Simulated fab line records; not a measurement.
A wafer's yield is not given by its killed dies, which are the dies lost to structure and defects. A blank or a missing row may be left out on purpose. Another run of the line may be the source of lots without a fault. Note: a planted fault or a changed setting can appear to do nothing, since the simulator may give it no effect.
Chamber matching | flow gf180mcu | GF_V3_CVD_02 on pecvd-04: 3 sister chambers
The step deposits SiO2 from TEOS, target thk 850 nm, time 94.851 s. 6 wafers are shown with their chamber, then 10 later ones without.

## WAFERS PAIRED WITH THEIR CHAMBERS
wafer  | chamber | heater power w (W)
L084.5 | 0       | 791
L087.1 | 2       | 620
L087.2 | 1       | 617
L087.3 | 0       | 734
L088.2 | 1       | 525
L088.3 | 2       | 590

## WAFERS MISSING THEIR CHAMBER
wafer  | heater power w (W)
L088.6 | 700
L089.1 | 586
L089.4 | 607
L089.5 | 612
L090.1 | 635
L090.5 | 655
L090.6 | 616
L091.2 | 785
L091.3 | 584
L091.4 | 609

## WHICH CHAMBER EACH ONE RAN IN
wafer  | from the rows above          | in truth
L088.6 | can't be placed: 0 or 2 or 1 | 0
L089.1 | can't be placed: 1 or 2      | 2
L089.4 | can't be placed: 2 or 1      | 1
L089.5 | can't be placed: 2 or 1      | 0
L090.1 | can't be placed: 2 or 1      | 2
L090.5 | can't be placed: 2 or 1 or 0 | 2
L090.6 | can't be placed: 2 or 1      | 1
L091.2 | 0                            | 0
L091.3 | can't be placed: 1 or 2      | 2
L091.4 | can't be placed: 2 or 1      | 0
Placed correctly: 1 of 10. Unplaceable from these rows: 9, with the true chamber sitting among the candidates in 7. Number placed wrongly: 0.
How it was worked out, from the rows above alone: a wafer's distance from a chamber is the root of the sum, over the readings, of the square of ((its reading less the chamber's mean) divided by the reading's scatter). If the next closest chamber is less than 2 further off than the closest, the wafer can't be placed; otherwise it belongs to the closest. Each chamber's mean is taken over the wafers shown for it. How the scatter is found: for the shown wafers, subtract from each reading the mean of its chamber, square and add these, divide the total by (wafers less chambers), then take the root.
